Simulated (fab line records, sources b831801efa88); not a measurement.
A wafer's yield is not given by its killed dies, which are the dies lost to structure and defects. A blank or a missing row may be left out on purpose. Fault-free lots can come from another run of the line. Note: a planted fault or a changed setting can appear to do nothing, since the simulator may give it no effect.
Matching of chambers :: flow gf180mcu :: cmp-01 running GF_V2_CMP_26: 4 sister chambers
The step polishes, stops on SiO2, t overpolish 15 s, target thk 0 nm. 4 wafers are shown with their chamber, then 12 later ones without.

## WAFERS, EACH WITH ITS CHAMBER
wafer: L089.6
chamber: 2
motorCurrentA (A): 12.5

wafer: L093.1
chamber: 0
motorCurrentA (A): 12.9

wafer: L093.3
chamber: 1
motorCurrentA (A): 11.5

wafer: L093.6
chamber: 3
motorCurrentA (A): 11.3

## WAFERS WHOSE CHAMBER IS MISSING
wafer: L094.2
motorCurrentA (A): 11.2

wafer: L094.4
motorCurrentA (A): 14.4

wafer: L094.5
motorCurrentA (A): 11.4

wafer: L094.1
motorCurrentA (A): 11.5

wafer: L094.3
motorCurrentA (A): 10.6

wafer: L094.6
motorCurrentA (A): 12.4

wafer: L096.2
motorCurrentA (A): 11.4

wafer: L096.4
motorCurrentA (A): 12.5

wafer: L096.6
motorCurrentA (A): 11.4

wafer: L097.3
motorCurrentA (A): 13.6

wafer: L097.5
motorCurrentA (A): 11.0

wafer: L097.6
motorCurrentA (A): 13.4

## THE CHAMBER EACH PASSED THROUGH
wafer: L094.2
from the rows above: can't be placed: 3 or 1
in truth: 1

wafer: L094.4
from the rows above: can't be placed: 0 or 2
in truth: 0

wafer: L094.5
from the rows above: can't be placed: 1 or 3 or 2
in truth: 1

wafer: L094.1
from the rows above: can't be placed: 1 or 3 or 2
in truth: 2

wafer: L094.3
from the rows above: can't be placed: 3 or 1
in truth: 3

wafer: L094.6
from the rows above: can't be placed: 2 or 0 or 1 or 3
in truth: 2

wafer: L096.2
from the rows above: can't be placed: 1 or 3 or 2
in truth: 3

wafer: L096.4
from the rows above: can't be placed: 2 or 0 or 1
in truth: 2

wafer: L096.6
from the rows above: can't be placed: 1 or 3 or 2
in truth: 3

wafer: L097.3
from the rows above: can't be placed: 0 or 2
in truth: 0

wafer: L097.5
from the rows above: can't be placed: 3 or 1
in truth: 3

wafer: L097.6
from the rows above: can't be placed: 0 or 2
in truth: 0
Correctly placed: 0 of 12. Unplaceable from these rows: 12, with the true chamber sitting among the candidates in 12. Number placed wrongly: 0.
How it was worked out, from the rows above alone: a wafer's distance from a chamber is the root of the sum, over the readings, of the square of ((its reading less the chamber's mean) divided by the reading's scatter). The wafer belongs to the nearest chamber; if the next one is less than 2 further off, it can't be placed. A chamber's mean is the mean of its shown wafers. The scatter: root of mean squared gap, hidden wafer to nearest shown wafer, with one shown wafer a chamber.
